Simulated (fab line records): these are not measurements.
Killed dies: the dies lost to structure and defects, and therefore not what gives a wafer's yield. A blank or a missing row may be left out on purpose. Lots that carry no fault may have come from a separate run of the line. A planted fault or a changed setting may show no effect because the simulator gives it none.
The tool behind it: which one?	flow sky130	10 lots, 30 wafers sampled, at 4 steps of a route of 708

WHAT THE GAUGES READ, wafer by wafer
SKY_SPACER_THK_MEAS_01.
lot	measured	on	SPACER_CVD_00_THK (nm)
L353	day 23 08:34	film-metro-03	42.7 42.4 42.5
L354	day 23 18:57	film-metro-04	42.8 42.1 42.7
L358	day 25 07:07	film-metro-01	42.7 42.6 43.1
L359	day 26 01:05	film-metro-01	42.6 42.7 42.7
L361	day 26 19:53	film-metro-04	42.4 42.4 42.6
L362	day 26 23:44	film-metro-01	43.3 43.5 42.9
L363	day 26 23:45	film-metro-04	43.2 42.9 43.2
L365	day 28 01:59	film-metro-03	42.3 42.5 42.2
L370	day 29 09:29	film-metro-04	39.8 40.1 39.9
L371	day 29 23:51	film-metro-01	39.6 39.8 39.5

EACH LOT AND THE TOOL THAT RAN IT (in order: tool; ch and the chambers of the sampled wafers; start)
lot	SKY_FIELD_ISO_ETCH_17	SKY_LDD_P_STRIP_10	SKY_SPACER_CVD_00
L353	rie-si-01 ch 0,1, day 2 11:32	plasma-asher-02 ch 0,1, day 19 10:28	lpcvd-02 ch 1, day 23 07:22
L354	rie-si-01 ch 2,3, day 2 16:08	plasma-asher-01 ch 0,1, day 19 21:15	lpcvd-02 ch 1, day 23 17:07
L358	rie-si-01 ch 1,2,3, day 3 14:12	plasma-asher-02 ch 0,1, day 21 08:58	lpcvd-02 ch 1, day 25 05:18
L359	rie-si-02 ch 1,2,3, day 3 17:17	plasma-asher-02 ch 0,1, day 22 03:40	lpcvd-02 ch 1, day 25 22:23
L361	rie-si-01 ch 2,3, day 4 04:27	plasma-asher-04 ch 0,1, day 22 22:46	lpcvd-02 ch 0, day 26 18:04
L362	rie-si-01 ch 0,1,3, day 4 09:50	plasma-asher-04 ch 0,1, day 23 00:56	lpcvd-02 ch 1, day 26 21:55
L363	rie-si-02 ch 0,3, day 4 13:11	plasma-asher-02 ch 0,1, day 23 00:42	lpcvd-02 ch 1, day 26 21:55
L365	rie-si-01 ch 1,2,3, day 5 04:12	plasma-asher-02 ch 0,1, day 24 06:13	lpcvd-02 ch 1, day 28 00:45
L370	rie-si-02 ch 0,1,2, day 6 02:03	plasma-asher-01 ch 0,1, day 25 17:59	lpcvd-02 ch 1, day 29 08:15
L371	rie-si-01 ch 0,1,3, day 6 09:18	plasma-asher-02 ch 0,1, day 26 08:33	lpcvd-02 ch 1, day 29 22:38
- SKY_FIELD_ISO_ETCH_17: etches Si in HBr/Cl2/O2, target depth 342 nm, time 97.7 s.
- SKY_LDD_P_STRIP_10: strips in O2/N2.
- SKY_SPACER_CVD_00: deposits Si3N4 from DCS/NH3, target thk 43.1 nm, time 740 s.

THE ANSWER, worked out from the rows above alone
Rule: the usual values come from the lots themselves. The widest of any qualifying gaps counts: lots, ordered by their means at a reading, are off when they make up no more than a third of the lots, leave a main group of 4 or more, and stand apart from it by 3 or more times the standard deviation of that group's means. If all means in a main group match to the digits the tables above print for the reading, that group is not used. Also off: a lot with no number at a reading for which 4 or more lots have one. All remaining lots with rows at the step are treated as sound.
Off: L370, L371, at SKY_SPACER_THK_MEAS_01 (SPACER_CVD_00_THK). Main group: mean 42.7 nm, sd 0.3.
A tool fits if, at a process step before that reading, it ran every lot that is off, and no sound lot after the first of them. The gauges at SKY_SPACER_THK_MEAS_01 are tried like those tools. One candidate fits, namely lpcvd-02 at SKY_SPACER_CVD_00. A fault onset in the window from L365 (day 28 00:45, its last sound lot) to L370 (day 29 08:15, its first lot off) fits.

WHAT THE SIMULATOR HAD INSERTED
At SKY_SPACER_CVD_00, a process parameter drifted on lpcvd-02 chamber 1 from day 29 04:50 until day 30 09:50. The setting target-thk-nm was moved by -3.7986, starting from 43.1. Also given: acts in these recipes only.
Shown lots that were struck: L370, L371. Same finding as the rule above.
